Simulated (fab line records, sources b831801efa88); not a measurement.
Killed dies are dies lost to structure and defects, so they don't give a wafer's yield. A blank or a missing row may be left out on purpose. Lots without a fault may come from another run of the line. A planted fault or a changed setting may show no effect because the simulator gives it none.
Which tool did it? | flow gf180mcu | 13 lots, 39 wafers sampled, at 4 steps of a route of 602

WHAT THE GAUGES READ, wafer by wafer
GF_SAB_CD_MEAS_09: target cd 420 nm. Usual: cd_nm 419.7 nm, standard deviation 2.1.
lot  | measured     | on        | cd_nm (nm)        | flag
L260 | day 15 00:50 | cd_sem-01 | 418.8 420.8 419.0 |
L262 | day 15 19:25 | cd_sem-01 | 419.9 419.9 420.4 |
L264 | day 16 15:39 | cd_sem-01 | 418.4 419.6 418.6 |
L267 | day 17 20:17 | cd_sem-02 | 420.4 421.6 421.2 |
L268 | day 18 01:20 | cd_sem-02 | 422.1 420.5 421.9 |
L269 | day 18 04:04 | cd_sem-02 | 416.6 416.2 415.1 |
L270 | day 18 21:44 | cd_sem-02 | 421.1 420.8 421.3 |
L271 | day 19 02:13 | cd_sem-01 | 418.9 418.2 415.2 |
L277 | day 21 02:53 | cd_sem-02 | 420.0 420.6 420.4 |
L278 | day 21 11:24 | cd_sem-01 | 418.8 419.2 419.5 |
L281 | day 22 10:12 | cd_sem-01 | 421.1 420.9 420.6 |
L282 | day 23 02:52 | cd_sem-01 | 421.8 422.7 422.9 |
L283 | day 23 06:41 | cd_sem-02 | 420.7 417.9 418.8 |

GF_CONTACT_RS_MEAS_25: measures by four-point-probe. Usual: CONTACT_W_RS 0.383 ohm/sq, standard deviation 0.0059.
lot  | measured     | on            | CONTACT_W_RS (ohm/sq) | flag
L260 | day 16 01:23 | film_metro-04 | 0.387 0.383 0.382     |
L262 | day 16 20:27 | film_metro-04 | 0.376 0.379 0.378     |
L264 | day 17 16:44 | film_metro-01 | 0.388 0.389 0.391     |
L267 | day 18 22:47 | film_metro-03 | 0.393 0.387 0.393     |
L268 | day 19 05:06 | film_metro-03 | 0.383 0.377 0.378     |
L269 | day 19 06:44 | film_metro-04 | 44.309 42.757 43.279  | OFF
L270 | day 20 00:47 | film_metro-01 | 43.952 45.155 44.844  | OFF
L271 | day 20 04:55 | film_metro-01 | 43.120 43.233 42.857  | OFF
L277 | day 22 05:11 | film_metro-04 | 0.384 0.378 0.382     |
L278 | day 22 12:51 | film_metro-04 | 0.382 0.378 0.374     |
L281 | day 23 11:19 | film_metro-01 | 0.386 0.392 0.385     |
L282 | day 24 03:35 | film_metro-01 | 0.380 0.383 0.378     |
L283 | day 24 07:53 | film_metro-04 | 0.383 0.390 0.381     |

GF_CONTACT_THK_MEAS_26: measures by xrf. Usual: CONTACT_W_THK 298 nm, standard deviation 5.4.
lot  | measured     | on            | CONTACT_W_THK (nm) | flag
L260 | day 16 01:31 | film_metro-04 | 291 295 296        |
L262 | day 16 20:34 | film_metro-04 | 301 299 301        |
L264 | day 17 16:52 | film_metro-01 | 298 297 296        |
L267 | day 18 22:55 | film_metro-03 | 292 293 290        |
L268 | day 19 05:13 | film_metro-03 | 299 304 302        |
L269 | day 19 06:52 | film_metro-04 | <0 <0 <0           | OFF
L270 | day 20 00:53 | film_metro-01 | <0 <0 <0           | OFF
L271 | day 20 05:02 | film_metro-01 | <0 <0 <0           | OFF
L277 | day 22 05:18 | film_metro-04 | 296 300 297        |
L278 | day 22 12:56 | film_metro-04 | 296 298 302        |
L281 | day 23 11:24 | film_metro-01 | 300 297 302        |
L282 | day 24 03:43 | film_metro-01 | 306 305 310        |
L283 | day 24 08:01 | film_metro-04 | 292 290 295        |

WHICH TOOL RAN EACH LOT (tool, then ch and the chambers of the sampled wafers, then the start)
lot  | GF_CONTACT_CVD_24
L260 | cvd_w-01 ch 1, day 16 01:17
L262 | cvd_w-02 ch 0,1, day 16 20:20
L264 | cvd_w-01 ch 0, day 17 16:32
L267 | cvd_w-01 ch 0, day 18 22:35
L268 | cvd_w-02 ch 0,1, day 19 05:00
L269 | cvd_w-02 ch 0,1, day 19 06:38
L270 | cvd_w-02 ch 0,1, day 20 00:41
L271 | cvd_w-01 ch 0,1, day 20 04:48
L277 | cvd_w-01 ch 0,1, day 22 05:05
L278 | cvd_w-02 ch 0,1, day 22 12:43
L281 | cvd_w-01 ch 0,1, day 23 11:11
L282 | cvd_w-02 ch 0, day 24 03:29
L283 | cvd_w-01 ch 0,1, day 24 07:47
- GF_CONTACT_CVD_24: deposits W, target thk 300 nm, time 90.339 s.

WHAT THE TOOLS THEMSELVES READ (means of the sampled wafers that have a number; where no wafer has one, the mark that the record gives instead)
GF_CONTACT_CVD_24. Usual: chamber_pressure_Torr 40.01 Torr, standard deviation 0.085; heater_power_outer_w 547 W, standard deviation 54; heater_power_w 899 W, standard deviation 77.
lot  | tool     | chamber_pressure_Torr (Torr) | heater_power_outer_w (W) | heater_power_w (W) | flag
L260 | cvd_w-01 | 40.01                        | 511                      | 849                |
L262 | cvd_w-02 | 39.99                        | 571                      | 947                |
L264 | cvd_w-01 | 39.95                        | 602                      | 973                |
L267 | cvd_w-01 | 40.04                        | 603                      | 972                |
L268 | cvd_w-02 | 39.99                        | 488                      | 849                |
L269 | cvd_w-02 | -                            | -                        | -                  | OFF
L270 | cvd_w-02 | -                            | -                        | -                  | OFF
L271 | cvd_w-01 | -                            | -                        | -                  | OFF
L277 | cvd_w-01 | 40.03                        | 557                      | 893                |
L278 | cvd_w-02 | 40.06                        | 529                      | 882                |
L281 | cvd_w-01 | 40.08                        | 549                      | 900                |
L282 | cvd_w-02 | 40.02                        | 569                      | 941                |
L283 | cvd_w-01 | 39.98                        | 555                      | 887                |

THE ANSWER, worked out from the rows above alone
Rule: a lot is off if the mean of its wafers that have a number lies more than 3 standard deviations from the usual mean. A lot without any number at a reading at which 4 lots or more have one is off too. The other lots that the step has rows for count as sound. The gauges are gone through in route order, then the tools' own readings, and for those a lot's mean is taken as printed above. The first step at which some lot is off is used, and at that step the reading that is off furthest; a lot without a number counts as furthest.
Off: L269, L270, L271, at GF_CONTACT_RS_MEAS_25 (CONTACT_W_RS).
A tool fits if, at a process step before that reading, it ran every lot that is off, and no sound lot after the first of them. The gauges at GF_CONTACT_RS_MEAS_25 aren't tried: what is off there is off at GF_CONTACT_CVD_24 too, on other tools, and a gauge's error can't cause that. None of those tried fits.

WHAT THE SIMULATOR HAD PUT IN
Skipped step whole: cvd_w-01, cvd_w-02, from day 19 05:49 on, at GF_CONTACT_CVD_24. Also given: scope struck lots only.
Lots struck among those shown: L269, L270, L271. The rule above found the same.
